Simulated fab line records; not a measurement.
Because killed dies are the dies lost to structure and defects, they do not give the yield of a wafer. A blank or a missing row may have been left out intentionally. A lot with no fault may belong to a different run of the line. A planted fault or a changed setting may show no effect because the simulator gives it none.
A lot that was struck, set against a sound lot	flow sfq line	42 out of 325 route steps
Sound: these wafers, L673.2, L673.5, L673.6. Struck: wafer L681.3 (L681.1, L681.4, from the same lot, were not struck and are left out); the cause is given at the end.
Order at every step that has rows: each side's tool, ch and its chambers, its first start. Under that, the readings that differ: sound wafers	struck wafers	difference of the means	sigmas: that difference in standard deviations of wafers without a fault.
alike: same words and numbers on both sides, and readings whose means sit less than 2 such deviations apart. not compared: any withheld reading, any reading some wafer has no value for, any bound like >300 that may hide the same value, and any number with overlapping values for which the record gives no deviation.
The two part at a step that has a row with sigmas, a row that says differs or no value, or rows on one side only. Numbers that don't overlap but have no deviation are shown without sigmas and don't part them. A reading missing from all wafers of one side parts the sides only when that side holds two or more wafers.

first, 6 steps without rows for these wafers: SFQ_TRILAYER_I1_VIA_LITHO_COAT_054 (resist thk 62 nm); SFQ_TRILAYER_I1_VIA_LITHO_COAT_049 (resist thk 650 nm); SFQ_TRILAYER_I1_VIA_LITHO_SOFTBAKE_053; SFQ_TRILAYER_I1_VIA_LITHO_EXPOSE_050 (exposes mask I1, target cd 500 nm); SFQ_TRILAYER_I1_VIA_LITHO_PEB_052 (peb time 60 s); SFQ_TRILAYER_I1_VIA_LITHO_DEVELOP_051 (time 60 s).
SFQ_I1_OVL_MEAS_913:
  sound on overlay-02, day 21 11:33; struck on overlay-02, day 25 04:23
  alike: I1_OVL
then, 5 steps without rows for these wafers: SFQ_TRILAYER_I1_VIA_BARC_OPEN_VIA_ETCH_071 (etches BARC in O2, target depth 125 nm, time 41.7 s); SFQ_TRILAYER_I1_VIA_ETCH_VIA_ETCH_052 (etches SiO2 in CHF3, stops on Nb, target depth 260 nm); SFQ_TRILAYER_I1_VIA_STRIP_STRIP_053 (strips in O2); SFQ_TRILAYER_I1_VIA_STRIP_SOLV_CLEAN_054 (cleans in NMP, time 600 s); SFQ_TRILAYER_M2_DEP_PRE_CLEAN_056 (time 22.5 s).
SFQ_TRILAYER_M2_DEP_SPUTTER_055: material Nb, target thk 200 nm, time 133.3 s.
  sound on pvd sputter-04, day 21 12:32; struck on pvd sputter-06, day 25 05:23
reading	sound	struck	difference	sigmas
model.Nb_of_TRILAYER_M2_DEP_SPUTTER_055.thk nm (nm)	202.5 201.6 197	146.5	-53.9	
  alike: cathode dc power W, throttle valve pct
SFQ_M2_RS_MEAS_914: measurement is done with a four-point probe.
  sound on film metro-03, day 21 12:39; struck on film metro-01, day 25 05:29
reading	sound	struck	difference	sigmas
M2_NB_RS (ohm/sq)	0.881 0.885 0.906	1.221	+0.330	+34
then, 6 steps without rows for these wafers: SFQ_TRILAYER_M2_LITHO_COAT_062 (resist thk 62 nm); SFQ_TRILAYER_M2_LITHO_COAT_057 (resist thk 600 nm); SFQ_TRILAYER_M2_LITHO_SOFTBAKE_061; SFQ_TRILAYER_M2_LITHO_EXPOSE_058 (exposes mask M2, target cd 500 nm); SFQ_TRILAYER_M2_LITHO_PEB_060 (peb time 60 s); SFQ_TRILAYER_M2_LITHO_DEVELOP_059 (time 60 s).
-- the record jumps here: 6 days lie between the struck wafers' starts before and after --
SFQ_M2_OVL_MEAS_916:
  sound on overlay-01, day 27 12:28; struck on overlay-01, day 31 12:49
  alike: M2_OVL
then, 1 step without rows for these wafers: SFQ_TRILAYER_M2_BARC_OPEN_METAL_ETCH_077 (etches BARC in O2, target depth 125 nm, time 41.7 s).
SFQ_TRILAYER_M2_ETCH_METAL_ETCH_060: etches Nb in Cl2/Ar, stops on SiO2, target depth 240 nm, time 120 s.
  sound on rie metal-03 ch 0,1, day 27 12:34; struck on rie metal-04 ch 1, day 31 12:55
reading	sound	struck	difference	sigmas
oes product au (a.u.)	0.897 0.902 0.886	0.755	-0.140	-20
  alike: drypump motor current A
  not compared: rf hours counter h
SFQ_TRILAYER_M2_STRIP_STRIP_061: strips in O2.
  sound on rie metal-03 ch 0,1, day 27 12:41; struck on rie metal-04 ch 1, day 31 13:02
  alike: drypump motor current A, oes product au
  not compared: rf hours counter h
then, 1 step without rows for these wafers: SFQ_TRILAYER_M2_STRIP_SOLV_CLEAN_062 (cleans in NMP, time 600 s).
SFQ_TRILAYER_I2_DEP_PECVD_063: deposits SiO2 from SiH4/N2O, time 111.11 s, target thk 500 nm.
  sound on pecvd-04 ch 0,1,2, day 27 13:28; struck on pecvd-02 ch 1, day 31 13:49
reading	sound	struck	difference	sigmas
heater power outer w (W)	25 24 25	51	+26	+3
heater power w (W)	71 66 73	116	+46	+3
throttle valve pct (%)	23.2 24.6 22.3	27.1	+3.7	+3
  alike: susceptor temp C
then, 1 step without rows for these wafers: SFQ_TRILAYER_I2_CMP_CMP_064 (polishes SiO2).
SFQ_I2_BOW_MEAS_917:
  sound on film metro-03, day 27 16:34; struck on film metro-02, day 31 16:53
  alike: I2_BOW
SFQ_TRILAYER_I2_METRO_MEASURE_065:
  sound on film metro-03, day 27 16:52; struck on film metro-02, day 31 17:00
  alike: thk nm
then, 6 steps without rows for these wafers: SFQ_TRILAYER_I2_VIA_LITHO_COAT_072 (resist thk 62 nm); SFQ_TRILAYER_I2_VIA_LITHO_COAT_067 (resist thk 650 nm); SFQ_TRILAYER_I2_VIA_LITHO_SOFTBAKE_071; SFQ_TRILAYER_I2_VIA_LITHO_EXPOSE_068 (exposes mask I2, target cd 500 nm); SFQ_TRILAYER_I2_VIA_LITHO_PEB_070 (peb time 60 s); SFQ_TRILAYER_I2_VIA_LITHO_DEVELOP_069 (time 60 s).
-- the record jumps here: 7 days lie between the struck wafers' starts before and after --
SFQ_I2_OVL_MEAS_918:
  sound on overlay-01, day 34 05:17; struck on overlay-01, day 38 11:24
  alike: I2_OVL
SFQ_TRILAYER_I2_VIA_BARC_OPEN_VIA_ETCH_096: etches BARC in O2, target depth 125 nm, time 41.7 s.
  sound on rie diel-04 ch 2,3, day 34 05:19; struck on rie diel-03 ch 0, day 38 11:26
  alike: drypump motor current A, oes product au
  not compared: rf hours counter h
then, 1 step without rows for these wafers: SFQ_TRILAYER_I2_VIA_ETCH_VIA_ETCH_070 (etches SiO2 in CHF3, stops on Nb, target depth 260 nm).
SFQ_TRILAYER_I2_VIA_STRIP_STRIP_071: strips in O2.
  sound on rie metal-04 ch 0,1, day 34 05:28; struck on rie metal-01 ch 1, day 38 11:35
reading	sound	struck	difference	sigmas
drypump motor current A (A)	5.78 5.78 6.16	5.44	-0.47	-2
  alike: oes product au
  not compared: rf hours counter h
then, 2 steps without rows for these wafers: SFQ_TRILAYER_I2_VIA_STRIP_SOLV_CLEAN_072 (cleans in NMP, time 600 s); SFQ_TRILAYER_M3_DEP_PRE_CLEAN_074 (time 22.5 s).
-- the record jumps here: 50 days lie between the struck wafers' starts before and after --
SFQ_M8_BOW_MEAS_951:
  sound on film metro-03, day 86 14:13; struck on film metro-02, day 88 19:57
reading	sound	struck	difference	sigmas
model.etest.m2.ohm um	1.756 1.761 1.804	2.432	+0.658	
model.etest.i1.link ohm	1.942 1.954 1.969	2.371	+0.416	
model.etest.i2.link ohm	1.966 1.96 1.991	2.291	+0.319	
model.etest.m2.ohm sq	0.8794 0.8834 0.9037	1.215	+0.326	
  alike: M8_BOW

WHERE THEY PART
Earliest at SFQ_M2_RS_MEAS_914; latest, in this record, at SFQ_TRILAYER_I2_VIA_STRIP_STRIP_071. Later steps at which nothing parts them and some readings are alike: SFQ_M8_BOW_MEAS_951.

WHY: the cause the simulator had injected
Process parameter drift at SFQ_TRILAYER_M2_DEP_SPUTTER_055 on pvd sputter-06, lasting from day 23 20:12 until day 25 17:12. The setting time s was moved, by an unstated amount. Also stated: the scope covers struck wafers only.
